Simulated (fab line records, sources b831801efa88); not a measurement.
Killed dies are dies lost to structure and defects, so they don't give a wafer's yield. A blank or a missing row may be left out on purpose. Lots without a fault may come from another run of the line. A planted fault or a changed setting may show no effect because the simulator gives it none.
fab line records | flow sky130
record lots=7 wafers=21 last_day=50
route steps=708 shown FIELD_ISO@30 NWELL@32 DNWELL@35 PWDE@45 PAD_OPEN@708
lots that met no fault: from a run of the same line without faults
start_h: hours from the record's first day to the start of the lot's first wafer shown | wait_h: hours since the lot's step before | " the same as in the row above | L1.1+2: a row that stands for several wafers | - no value, or no start given | * or withheld: withheld | < > ~ a bound
route shown NAME@n: a module of which the file shows steps, and the number in the route of the first | usual: mean/standard deviation of fault-free wafers | same: alike in all rows | chamber/n: place in a boat | sites: the reading at each site | _std_site: their standard deviation | _edge_site: outer sites' mean less inner sites' | radius_mm: how far each site lies from the wafer's centre | mask NAME#n: copy n | behind: the tool/chamber that last shaped the wafer | hold: why the lot was held/for how many hours/how that ended | device: the transistor (n, p or np) that didn't switch | end of line: the same wafers' tests at the end of the route | a step without rows: its recipe alone | killed: dies lost to structure and defects at the first sort, not the wafer's yield | map: a wafer's dies, x killed, . not, _ none there
set.NAME: the setting as run; set.NAME@STEP: as run at that earlier step | model.NAME: the simulator's own value behind a step, which no gauge read
lots at some steps of the route; a table a step, a row a wafer
services: from which hour (start_h, from the record's first day; less than 0 if before it) a tool's chamber was out of use, for how many hours, and why
## steps
# step SKY_FIELD_ISO_WET_ETCH_29
# recipe chemistry=H3PO4 target_depth_nm=160 target=Si3N4 temp_c=160 time_s=1825
# step SKY_FIELD_ISO_WET_ETCH_30
# recipe chemistry=dHF target_depth_nm=25 target=SiO2 dilution=10:1 temp_c=25 time_s=50
# step SKY_NWELL_CLEAN_00
# recipe chemistry=SC1/SC2 mix=1:4:20 temp_c=70 time_s=150 dry=n2_spin
# step SKY_NWELL_OXIDATION_01
# recipe temp_c=900 ambient=O2 stabilise_s=600 purge_s=300 target_thk_a=100 ox_time_s=1418
# step SKY_NWELL_THK_MEAS_02
# recipe reads=SiO2_of_NWELL_OXIDATION_01
# usual NWELL_OXIDATION_THK=9.99/0.17
# columns lot.wafer tool chamber start_h wait_h NWELL_OXIDATION_THK[nm]
L815.3 film_metro-04 - 85.80 0.0 9.71
L815.4 " - " " 9.90
L815.5 " - " " 9.99
L818.1 film_metro-03 - 99.85 0.0 10.03
L818.2 " - " " 10.05
L818.6 " - " " 10.04
L819.2 film_metro-03 - 105.62 0.0 10.11
L819.4 " - " " 9.94
L819.6 " - " " 10.00
L820.2 film_metro-04 - 108.66 0.0 9.74
L820.4 " - " " 10.01
L820.5 " - " " 9.95
L823.1 film_metro-03 - 124.35 0.0 10.08
L823.3 " - " " 10.01
L823.5 " - " " 10.03
L826.1 film_metro-02 - 141.63 0.0 10.09
L826.3 " - " " 10.14
L826.5 " - " " 10.16
L827.2 film_metro-02 - 144.54 0.0 10.06
L827.4 " - " " 10.05
L827.5 " - " " 10.03
# step SKY_DNWELL_DEHYDRATE_00
# recipe temp_c=200 time_s=60
# step SKY_DNWELL_HMDS_01
# recipe prime_time_s=60 prime_temp_c=120
# step SKY_DNWELL_COAT_02
# recipe spin_rpm=2000 resist_thk_nm=3000
# step SKY_DNWELL_SOFTBAKE_03
# recipe temp_c=110 time_s=withheld
# step SKY_DNWELL_EXPOSE_04
# recipe mask_id=DNM na=0.57 target_cd_nm=3000 dose_mj=216.6
# step SKY_DNWELL_PEB_05
# recipe temp_c=115 time_s=withheld
# step SKY_DNWELL_DEVELOP_06
# recipe wall_angle_deg=90 developer=TMAH develop_time_s=60 dev_temp_c=23
# step SKY_DNWELL_IMPLANT_07
# recipe species=P energy_kev=withheld dose_cm2=withheld tilt_deg=withheld
# columns lot.wafer tool chamber start_h wait_h
L815.3+4+5 implanter-01 0 103.36 -
L818.1+2+6 implanter-04 0 116.96 -
L819.2+4+6 implanter-03 0 123.26 -
L819.2+4+6 implanter-03 0 123.57 0.3
L820.2+4+5 implanter-03 0 126.68 -
L823.1+3+5 implanter-03 0 144.03 -
L823.1+3+5 implanter-03 0 144.35 0.3
L826.1+3+5 implanter-04 0 160.97 -
L827.2+4+5 implanter-03 0 163.93 -
L827.2+4+5 implanter-03 0 164.26 0.3
# step SKY_DNWELL_STRIP_08
# recipe chemistry=O2/N2 power_w=1400 pressure_mtorr=1500 platen_temp_c=withheld o2_flow_sccm=3000 n2_flow_sccm=300 overash_fraction=0.5
# usual drypump_motor_current_A=5.11/0.21 o2_flow_sccm=3001/8.9 oes_product_au=0.722/0.0043 strip_time_to_endpoint_s=36.91/0.074
# columns lot.wafer tool chamber start_h wait_h drypump_motor_current_A o2_flow_sccm oes_product_au rf_hours_counter_h strip_time_to_endpoint_s
L815.3 plasma_asher-03 1 103.49 0.1 5.32 3010 0.727 - 36.92
L815.4 " 0 " " 5.05 3005 0.720 - 36.84
L815.5 " 1 " " 5.32 2991 0.728 - 36.84
L818.1 plasma_asher-03 1 117.11 0.1 5.31 3011 0.720 41 36.80
L818.2 " 0 " " 5.08 3005 0.713 41 36.82
L818.6 " 0 " " 5.07 2997 0.717 - 36.75
L819.2 plasma_asher-02 0 123.70 0.1 4.77 2999 0.728 33 36.82
L819.4 " 1 " " 5.02 2980 0.717 - 36.83
L819.6 " 0 " " 4.75 3002 0.718 - 36.86
L820.2 plasma_asher-02 1 126.81 0.1 5.01 3003 0.718 33 36.98
L820.4 " 1 " " 5.02 3006 0.710 - 36.89
L820.5 " 0 " " 4.75 3007 0.728 - 36.92
L823.1 plasma_asher-03 0 144.50 0.1 5.09 3011 0.728 44 36.84
L823.3 " 1 " " 5.32 2995 0.721 - 36.93
L823.5 " 1 " " 5.31 2996 0.729 - 36.78
L826.1 plasma_asher-02 1 161.12 0.1 5.03 3001 0.727 36 36.92
L826.3 " 1 " " 5.03 3004 0.731 - 36.91
L826.5 " 0 " " 4.78 3008 0.724 - 36.90
L827.2 plasma_asher-02 0 164.58 0.3 4.74 3001 0.723 37 36.88
L827.4 " 1 " " 5.05 2994 0.719 - 37.01
L827.5 " 0 " " 4.76 3011 0.726 - 36.89
# step SKY_DNWELL_TW_MEAS_09
# usual DNWELL_TW=1111/9.6
# columns lot.wafer tool chamber start_h wait_h DNWELL_TW
L815.3 film_metro-02 - 103.58 0.1 1102
L815.4 " - " " 1104
L815.5 " - " " 1106
L818.1 film_metro-04 - 117.21 0.1 1111
L818.2 " - " " 1108
L818.6 " - " " 1109
L819.2 film_metro-02 - 123.81 0.1 1371
L819.4 " - " " 1375
L819.6 " - " " 1376
L819.2 film_metro-02 - 124.03 0.2 1367
L819.4 " - " " 1369
L819.6 " - " " 1370
L820.2 film_metro-04 - 126.92 0.1 1110
L820.4 " - " " 1115
L820.5 " - " " 1110
L823.1 film_metro-02 - 144.60 0.1 1377
L823.3 " - " " 1376
L823.5 " - " " 1373
L823.1 film_metro-02 - 144.82 0.2 1370
L823.3 " - " " 1379
L823.5 " - " " 1375
L826.1 film_metro-04 - 161.22 0.1 1112
L826.3 " - " " 1113
L826.5 " - " " 1115
L827.2 film_metro-04 - 164.69 0.1 1398
L827.4 " - " " 1398
L827.5 " - " " 1404
L827.2 film_metro-04 - 164.91 0.2 1388
L827.4 " - " " 1405
L827.5 " - " " 1396
# step SKY_PWDE_DEHYDRATE_00
# recipe temp_c=200 time_s=60
# step SKY_PAD_OPEN_PROBE_99
# usual killed_at_M0_to_M3=43/7.1 killed_at_M4_up=3/1.7 killed_at_contacts=25/5.6 killed_at_front_end=16/4.1 killed_at_other=0.2/0.49 killed_dies=87/9.8 killed_open=47/7.6 killed_short=40/6.1
# same gross_dies=492 killed_at_back_side=0
# columns lot.wafer tool chamber start_h wait_h killed_at_M0_to_M3 killed_at_M4_up killed_at_contacts killed_at_front_end killed_at_other killed_dies killed_open killed_short model.etest.res_deep_nwell.rs_ohm_sq model.etest.res_p_drift_20v.line_ohm_um model.etest.res_p_drift_20v.rs_ohm_sq model.etest.res_deep_nwell.line_ohm_um model.etest.res_pwde_under_gate.rs_ohm_sq model.etest.res_pwell_under_gate.rs_ohm_sq model.etest.res_deep_nwell.rs_ohm_sq_range
L815.3 prober-02 - 1132.43 0.2 37 5 19 19 0 80 45 35 2214 1.172e+04 9907 728.5 6222 2288 55.17
L815.4 prober-02 - 1132.48 0.2 43 4 16 12 1 76 33 43 2184 1.137e+04 9422 733.4 6245 2311 72.38
L815.5 prober-02 - 1132.53 0.2 43 6 18 12 0 79 44 35 2209 1.116e+04 9352 741 6178 2305 55.05
L818.1 prober-01 - 1148.57 0.1 46 4 22 18 0 90 40 50 2224 1.103e+04 9050 733.5 6169 2290 64.09
L818.2 prober-01 - 1148.62 0.1 42 2 15 13 0 72 38 34 2208 1.149e+04 9448 740.2 6183 2295 67
L818.6 prober-01 - 1148.82 0.2 47 4 32 21 0 104 61 43 2218 1.083e+04 9092 744.4 6169 2303 95.91
L819.2 prober-01 - 1156.84 0.1 40 4 24 22 0 90 52 38 1248 1.228e+04 1.006e+04 423.7 6437 2341 44.91
L819.4 prober-01 - 1156.94 0.2 39 6 21 31 1 98 59 39 1247 1.27e+04 1.048e+04 420.6 6396 2344 56.8
L819.6 prober-01 - 1157.04 0.2 35 3 22 15 1 76 38 38 1243 1.246e+04 1.023e+04 417.8 6433 2354 50.1
L820.2 prober-02 - 1157.49 0.1 39 4 33 16 0 92 47 45 2267 1.077e+04 9163 752.8 6262 2274 48.47
L820.4 prober-02 - 1157.59 0.2 41 4 34 21 0 100 63 37 2295 1.039e+04 8635 755.3 6224 2297 93.42
L820.5 prober-02 - 1157.64 0.2 47 1 43 13 0 104 66 38 2277 1.018e+04 8578 762.3 6191 2289 45.28
L823.1 prober-01 - 1169.57 0.1 51 0 27 18 0 96 52 44 1217 1.386e+04 1.153e+04 403.2 6504 2372 53.89
L823.3 prober-01 - 1169.67 0.2 30 6 21 19 0 76 39 37 1224 1.316e+04 1.1e+04 409.2 6478 2359 34.56
L823.5 prober-01 - 1169.77 0.2 59 3 25 20 0 107 56 51 1231 1.269e+04 1.073e+04 412.5 6431 2371 38.39
L826.1 prober-02 - 1185.77 0.1 51 4 20 11 0 86 38 48 2197 1.225e+04 1.011e+04 738.5 6192 2305 65.67
L826.3 prober-02 - 1185.87 0.2 43 3 13 17 1 77 38 39 2206 1.195e+04 9943 740.4 6132 2306 39.45
L826.5 prober-02 - 1185.97 0.2 51 5 17 16 0 89 43 46 2204 1.242e+04 1.04e+04 731.4 6203 2299 61.01
L827.2 prober-01 - 1190.27 0.1 39 1 32 16 0 88 51 37 1258 1.099e+04 9171 421.2 6533 2379 43.16
L827.4 prober-01 - 1190.37 0.2 49 2 21 20 0 92 52 40 1242 1.131e+04 9574 413.3 6554 2361 58.09
L827.5 prober-01 - 1190.42 0.2 38 2 29 8 1 78 44 34 1247 1.119e+04 9442 417.2 6523 2355 41.15
# killed by level:class
L815.3 VIA3:geometric_particle:open=8 VIA1:geometric_particle:short=7 CONTACT:geometric_particle:open=6 FIELD_ISO:geometric_particle:open=5 POLY_GATE:geometric_particle:open=5 VIA1:geometric_particle:open=5 METAL2:geometric_particle:short=5 VIA2:geometric_particle:open=5
L815.4 VIA1:geometric_particle:short=8 LOCAL_INTERCONNECT:geometric_particle:short=7 METAL2:geometric_particle:short=6 VIA3:geometric_particle:open=6 FIELD_ISO:geometric_particle:short=5 VIA1:geometric_particle:open=5 LI_CONTACT:geometric_particle:open=4 VIA3:geometric_particle:short=4
L815.5 VIA3:geometric_particle:open=10 VIA2:geometric_particle:open=9 METAL2:geometric_particle:short=9 CONTACT:geometric_particle:open=8 FIELD_ISO:geometric_particle:open=5 VIA3:geometric_particle:short=5 FIELD_ISO:geometric_particle:short=4 METAL4:geometric_particle:short=4
L818.1 VIA1:geometric_particle:open=11 VIA1:geometric_particle:short=8 LI_CONTACT:geometric_particle:open=7 METAL3:geometric_particle:short=6 LOCAL_INTERCONNECT:geometric_particle:short=5 CONTACT:geometric_particle:short=5 FIELD_ISO:geometric_particle:open=4 CONTACT:geometric_particle:open=4
L818.2 VIA2:geometric_particle:open=8 VIA1:geometric_particle:open=6 VIA1:geometric_particle:short=5 LI_CONTACT:geometric_particle:open=5 CONTACT:geometric_particle:open=5 METAL2:geometric_particle:short=5 FIELD_ISO:geometric_particle:short=4 POLY_GATE:geometric_particle:open=4
L818.6 VIA1:geometric_particle:open=11 CONTACT:geometric_particle:open=10 LI_CONTACT:geometric_particle:open=8 VIA2:geometric_particle:open=8 LOCAL_INTERCONNECT:geometric_particle:short=7 CONTACT:geometric_particle:short=6 VIA1:geometric_particle:short=6 FIELD_ISO:geometric_particle:open=5
L819.2 CONTACT:geometric_particle:open=11 VIA3:geometric_particle:open=8 LI_CONTACT:geometric_particle:open=7 VIA2:geometric_particle:open=7 FIELD_ISO:geometric_particle:short=6 POLY_GATE:geometric_particle:open=6 VIA1:geometric_particle:open=6 POLY_GATE:geometric_particle:short=4
L819.4 VIA1:geometric_particle:open=14 CONTACT:geometric_particle:open=11 FIELD_ISO:geometric_particle:open=7 LI_CONTACT:geometric_particle:open=7 POLY_GATE:geometric_particle:short=6 POLY_GATE:geometric_particle:open=6 METAL4:geometric_particle:short=6 METAL2:geometric_particle:short=6
L819.6 CONTACT:geometric_particle:open=10 VIA1:geometric_particle:open=8 FIELD_ISO:geometric_particle:short=6 METAL1:geometric_particle:short=6 VIA1:geometric_particle:short=6 FIELD_ISO:geometric_particle:open=4 CONTACT:geometric_particle:short=4 VIA3:geometric_particle:open=4
L820.2 LI_CONTACT:geometric_particle:open=10 VIA3:geometric_particle:open=10 CONTACT:geometric_particle:short=8 CONTACT:geometric_particle:open=7 VIA1:geometric_particle:open=7 METAL1:geometric_particle:short=6 LOCAL_INTERCONNECT:geometric_particle:short=5 METAL4:geometric_particle:short=4
L820.4 CONTACT:geometric_particle:open=19 VIA2:geometric_particle:open=9 VIA1:geometric_particle:open=9 FIELD_ISO:geometric_particle:open=6 CONTACT:geometric_particle:short=6 VIA3:geometric_particle:open=6 LOCAL_INTERCONNECT:geometric_particle:short=5 METAL1:geometric_particle:short=5
L820.5 CONTACT:geometric_particle:open=16 VIA1:geometric_particle:open=16 LI_CONTACT:geometric_particle:open=13 CONTACT:geometric_particle:short=11 VIA2:geometric_particle:open=6 METAL1:geometric_particle:open=5 FIELD_ISO:geometric_particle:short=4 METAL2:geometric_particle:short=4
L823.1 VIA2:geometric_particle:open=10 CONTACT:geometric_particle:open=10 METAL1:geometric_particle:short=8 VIA1:geometric_particle:short=8 METAL2:geometric_particle:short=8 VIA3:geometric_particle:open=6 VIA1:geometric_particle:open=6 FIELD_ISO:geometric_particle:short=5
L823.3 VIA1:geometric_particle:open=7 VIA2:geometric_particle:open=6 CONTACT:geometric_particle:short=6 LI_CONTACT:geometric_particle:open=5 CONTACT:geometric_particle:open=5 METAL2:geometric_particle:short=4 VIA1:geometric_particle:short=4 FIELD_ISO:geometric_particle:open=3
L823.5 VIA2:geometric_particle:open=16 METAL1:geometric_particle:short=10 METAL2:geometric_particle:short=8 LI_CONTACT:geometric_particle:open=7 CONTACT:geometric_particle:open=7 CONTACT:geometric_particle:short=5 VIA2:geometric_particle:short=5 VIA3:geometric_particle:open=5
L826.1 VIA1:geometric_particle:open=14 VIA1:geometric_particle:short=7 CONTACT:geometric_particle:short=6 METAL2:geometric_particle:short=6 POLY_GATE:geometric_particle:open=5 LI_CONTACT:geometric_particle:open=5 METAL1:geometric_particle:short=5 VIA3:geometric_particle:open=5
L826.3 VIA3:geometric_particle:open=8 METAL2:geometric_particle:short=6 VIA1:geometric_particle:short=6 VIA1:geometric_particle:open=6 POLY_GATE:geometric_particle:open=5 CONTACT:geometric_particle:open=5 VIA2:geometric_particle:open=5 FIELD_ISO:geometric_particle:short=4
L826.5 VIA1:geometric_particle:open=18 CONTACT:geometric_particle:short=9 POLY_GATE:geometric_particle:open=6 METAL2:geometric_particle:short=6 VIA2:geometric_particle:short=6 VIA3:geometric_particle:open=6 FIELD_ISO:geometric_particle:short=4 VIA1:geometric_particle:short=4
L827.2 LI_CONTACT:geometric_particle:open=10 CONTACT:geometric_particle:open=9 VIA1:geometric_particle:open=9 FIELD_ISO:geometric_particle:short=6 CONTACT:geometric_particle:short=5 METAL1:geometric_particle:short=5 FIELD_ISO:geometric_particle:open=4 LOCAL_INTERCONNECT:geometric_particle:short=4
L827.4 CONTACT:geometric_particle:open=10 VIA1:geometric_particle:short=9 VIA3:geometric_particle:open=9 VIA1:geometric_particle:open=8 METAL1:geometric_particle:short=7 FIELD_ISO:geometric_particle:open=6 CONTACT:geometric_particle:short=6 FIELD_ISO:geometric_particle:short=4
L827.5 CONTACT:geometric_particle:open=13 VIA1:geometric_particle:open=9 LI_CONTACT:geometric_particle:open=7 VIA1:geometric_particle:short=6 VIA2:geometric_particle:open=6 VIA3:geometric_particle:open=6 CONTACT:geometric_particle:short=5 FIELD_ISO:geometric_particle:short=4
## services
# columns tool chamber start_h hours kind
implanter-03 - 104.58 1.8 repair
implanter-03 - 149.26 5.2 repair
plasma_asher-03 - 161.87 0.6 repair
plasma_asher-02 - 164.24 0.3 repair
## key
first_sign step=SKY_DNWELL_IMPLANT_07 reading=visit direction=added
effect step=SKY_DNWELL_TW_MEAS_09 reading=visit direction=added
effect step=SKY_DNWELL_TW_MEAS_09 reading=DNWELL_TW direction=up sigmas=28 usual=1111 struck=1383
model_effect step=SKY_PAD_OPEN_PROBE_99 value=etest.res_deep_nwell.rs_ohm_sq without=2218 struck=1240
met_at SKY_DNWELL_IMPLANT_07
struck_wafers L819.2,L819.4,L819.6,L823.1,L823.3,L823.5,L827.2,L827.4,L827.5
tester_left_out L819,L823,L827
fault kind=repeated_step_whole tool=implanter-01,implanter-03,implanter-04 chamber=- onset_h=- steps=SKY_DNWELL_IMPLANT_07 times=1 scope=struck_lots_only
# tester_left_out: of these lots the tester's yield and bins aren't shown, on N5 and GAA mostly nor the transistor test; their killed dies are dies lost to structure and defects alone, not to doping, threshold or leakage, so they don't give the yield
